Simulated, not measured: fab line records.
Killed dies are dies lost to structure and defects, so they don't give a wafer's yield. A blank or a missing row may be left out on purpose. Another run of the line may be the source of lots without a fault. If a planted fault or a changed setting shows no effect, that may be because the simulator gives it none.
Lot-split experiment	flow sfq line	route with 325 steps; 5 lots, 23 wafers read

== SPLIT DETAILS ==
At SFQ_TRILAYER_M7_DEP_SPUTTER_175 (material Nb, target thk 200 nm, time 133.3 s), the setting power w was moved away from the recipe's 2000 W on 9 of the 23 wafers read, by -9.7% to +5.4%. The other wafers ran this setting at the recipe's value.

== FROM THE SPLIT TO THE READING: what the file shows between them, 5 steps ==
- SFQ_M7_RS_MEAS_943: measures by four-point-probe
- SFQ_TRILAYER_M7_LITHO_COAT_182: resist thk 62 nm (also split here: resist thk nm)
- SFQ_TRILAYER_M7_LITHO_COAT_177: resist thk 600 nm
- SFQ_TRILAYER_M7_LITHO_SOFTBAKE_181
- SFQ_TRILAYER_M7_BARC_OPEN_METAL_ETCH_229: etches BARC in O2, target depth 125 nm, time 41.7 s

== THE READING ==
oes product au, in a.u., at SFQ_TRILAYER_M7_ETCH_METAL_ETCH_180 (etches Nb in Cl2/Ar, stops on SiO2, target depth 240 nm, time 120 s). On this fab line, fault-free wafers typically give 0.894 a.u. with a standard deviation of 0.0069 a.u.

wafer	tool, chamber at the split	power w as run, W	against the recipe	oes product au, a.u.	against lot-mates on the recipe
L074.1	pvd sputter-04, -	2109	+5.4%	0.930	+0.035
L074.2	pvd sputter-04, -	2109	+5.4%	0.931	+0.036
L074.3	pvd sputter-04, -	2000	recipe	0.895	-
L074.4	pvd sputter-04, -	2000	recipe	0.894	-
L074.6	pvd sputter-04, -	2109	+5.4%	0.930	+0.035
L076.1	pvd sputter-06, -	2000	recipe	0.889	-
L076.2	pvd sputter-06, -	2000	recipe	0.897	-
L076.3	pvd sputter-06, -	2000	recipe	0.894	-
L076.5	pvd sputter-06, -	2000	recipe	0.892	-
L076.6	pvd sputter-06, -	2000	recipe	0.896	-
L080.1	pvd sputter-06, -	2000	recipe	0.907	-
L080.2	pvd sputter-06, -	1806	-9.7%	0.848	-0.055
L080.3	pvd sputter-06, -	2000	recipe	0.898	-
L080.4	pvd sputter-06, -	1806	-9.7%	0.843	-0.060
L080.5	pvd sputter-06, -	1806	-9.7%	0.833	-0.070
L081.1	pvd sputter-05, -	2000	recipe	0.891	-
L081.2	pvd sputter-05, -	2060	+3.0%	0.911	+0.022
L081.4	pvd sputter-05, -	2060	+3.0%	0.906	+0.017
L081.5	pvd sputter-05, -	2060	+3.0%	0.906	+0.017
L081.6	pvd sputter-05, -	2000	recipe	0.886	-
L082.1	pvd sputter-06, -	2000	recipe	0.895	-
L082.2	pvd sputter-06, -	2000	recipe	0.898	-
L082.4	pvd sputter-06, -	2000	recipe	0.889	-

THE FIT
A straight line over all 23 wafers: oes product au changes by +0.00565 a.u. for each +1% of power w; r = +0.98; the points scatter about the line by 0.0053 a.u.
The same after taking each lot's own level away (the mean of its wafers on the recipe; 23 wafers): +0.00637 a.u. for each +1%; r = +0.99; scatter 0.0036 a.u.
On that fit, the largest move of power w shifts the reading by 0.062 a.u.
From 0.8885 to 0.9025 a.u.: that is the span of the lots' own levels, equal to 2.0 times the standard deviation above.
So the lot-to-lot level changes the slope: the two fits differ.
Check: for one of the wafers moved furthest among these (-9.7%), held out of the fit, the line's prediction against its lot-mates is -0.0642 a.u. Against them it came out at -0.0545 a.u.

== THESE WAFERS: OTHER SPLITS ==
Other splits were also applied to these wafers ahead of the reading. Each is held against what the fit with the lots' levels taken away leaves over:
other split on the same wafers	wafers away from the commonest value	r with oes product au (lot level and that fit taken away)
SFQ_TRILAYER_I6_VIA_BARC_OPEN_VIA_ETCH_235 time s	5	+0.16
SFQ_TRILAYER_M7_LITHO_COAT_182 resist thk nm	6	-0.26

== THE WHOLE CHAIN: every reading that the file lists as answering this split, in the file's order ==
step	what it does	reading	change (the file's fit)	r (the file's)
SFQ_TRILAYER_M7_DEP_SPUTTER_175	material Nb, target thk 200 nm, time 133.3 s	Nb_of_TRILAYER_M7_DEP_SPUTTER_175.thk nm (the simulator's own value, which no gauge read)	+2.24 nm for each +1% of the setting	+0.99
SFQ_M7_RS_MEAS_943	measures by four-point-probe	M7_NB_RS	-0.0106 for each +1% of the setting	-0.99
SFQ_TRILAYER_M7_ETCH_METAL_ETCH_180	etches Nb in Cl2/Ar, stops on SiO2, target depth 240 nm, time 120 s	oes product au	+0.00636 a.u. for each +1% of the setting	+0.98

== FILE'S OWN FIT ==
oes product au changes by +0.00636 a.u. for each +1% of power w, r = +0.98.
